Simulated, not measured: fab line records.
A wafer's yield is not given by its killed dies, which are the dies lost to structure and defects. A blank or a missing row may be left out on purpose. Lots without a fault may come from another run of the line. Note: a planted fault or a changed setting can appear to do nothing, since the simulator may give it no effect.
Which tool is to blame? | flow sky130 | Sampling: 11 lots, 33 wafers, 4 of 708 route steps

== WHAT THE GAUGES READ, wafer by wafer ==
SKY_CONTACT_THK_MEAS_01.
lot  | measured     | on            | CONTACT_CVD_00_THK (nm)
L154 | day 30 03:28 | film metro-03 | 74.3 75.1 75.8
L155 | day 30 17:23 | film metro-02 | 75.7 74.4 76.4
L157 | day 31 09:32 | film metro-03 | 74.8 75.2 75.2
L159 | day 32 08:13 | film metro-02 | 74.8 76.0 75.5
L162 | day 33 06:58 | film metro-03 | 102.5 102.1 103.4
L163 | day 33 16:25 | film metro-01 | 102.6 105.8 105.1
L170 | day 35 11:56 | film metro-01 | 74.9 75.2 75.3
L171 | day 35 19:20 | film metro-01 | 74.9 76.7 75.7
L174 | day 36 21:14 | film metro-02 | 74.3 74.4 76.1
L175 | day 36 23:28 | film metro-02 | 76.1 75.7 74.9
L177 | day 37 14:53 | film metro-01 | 74.6 75.3 76.2

== WHAT TOOL EACH LOT RAN ON (gives the tool, then ch and the chambers of the sampled wafers, and finally the start) ==
lot  | SKY_LI_CONTACT_ETCH_14             | SKY_LOCAL_INTERCONNECT_ETCH_13    | SKY_CONTACT_CVD_00
L154 | rie diel-03 ch 0,1,3, day 28 20:49 | rie metal-04 ch 0,1, day 30 02:44 | pecvd-03 ch 1,2, day 30 03:26
L155 | rie diel-03 ch 0,1,2, day 29 11:19 | rie metal-03 ch 0,1, day 30 16:38 | pecvd-03 ch 0,1,2, day 30 17:20
L157 | rie diel-03 ch 1,3, day 30 03:35   | rie metal-03 ch 0,1, day 31 08:47 | pecvd-01 ch 1,2, day 31 09:30
L159 | rie diel-04 ch 0,2,3, day 31 01:26 | rie metal-02 ch 0,1, day 32 07:27 | pecvd-04 ch 0,1, day 32 08:10
L162 | rie diel-02 ch 1,2,3, day 32 01:26 | rie metal-02 ch 0,1, day 33 06:14 | pecvd-01 ch 0,1,2, day 33 06:56
L163 | rie diel-03 ch 0,1, day 32 11:32   | rie metal-02 ch 1, day 33 15:41   | pecvd-01 ch 0,1, day 33 16:23
L170 | rie diel-04 ch 1,2,3, day 34 07:44 | rie metal-04 ch 0,1, day 35 11:11 | pecvd-04 ch 2, day 35 11:53
L171 | rie diel-02 ch 0,3, day 34 15:05   | rie metal-04 ch 0,1, day 35 18:35 | pecvd-03 ch 1,2, day 35 19:17
L174 | rie diel-04 ch 0,3, day 35 16:41   | rie metal-03 ch 0,1, day 36 20:29 | pecvd-01 ch 0,1,2, day 36 21:12
L175 | rie diel-02 ch 0,3, day 35 18:26   | rie metal-02 ch 0,1, day 36 22:42 | pecvd-03 ch 0,1,2, day 36 23:25
L177 | rie diel-02 ch 0,1,3, day 36 10:35 | rie metal-04 ch 0,1, day 37 14:08 | pecvd-01 ch 1,2, day 37 14:50
- SKY_LI_CONTACT_ETCH_14: etches BARC in N2/H2, stops on SiO2, time 45.9 s, target depth 60 nm.
- SKY_LOCAL_INTERCONNECT_ETCH_13: etches BARC in N2/H2, stops on SiO2, time 45.9 s, target depth 60 nm.
- SKY_CONTACT_CVD_00: deposits Si3N4, target thk 75 nm.

== THE ANSWER, worked out from the rows above alone ==
Rule: usual is defined by the lots themselves. The widest of any qualifying gaps counts: lots, ordered by their means at a reading, are off when they make up no more than a third of the lots, leave a main group of 4 or more, and stand apart from it by 3 or more times the standard deviation of that group's means. If all means in a main group match to the digits the tables above print for the reading, that group is not used. A lot without any number at a reading at which 4 lots or more have one is off too. Where the step has rows for the other lots, those lots are counted as sound.
Off: L162, L163, seen at SKY_CONTACT_THK_MEAS_01 (CONTACT_CVD_00_THK). The main group: mean 75.3 nm, standard deviation 0.26.
If a tool, at a process step before that reading, ran all the lots that are off and no sound lot after the first of them, it fits. Those tools and the gauges at SKY_CONTACT_THK_MEAS_01 are tried in the same way. Not one of the candidates tried fits.

== WHAT THE SIMULATOR HAD INSERTED ==
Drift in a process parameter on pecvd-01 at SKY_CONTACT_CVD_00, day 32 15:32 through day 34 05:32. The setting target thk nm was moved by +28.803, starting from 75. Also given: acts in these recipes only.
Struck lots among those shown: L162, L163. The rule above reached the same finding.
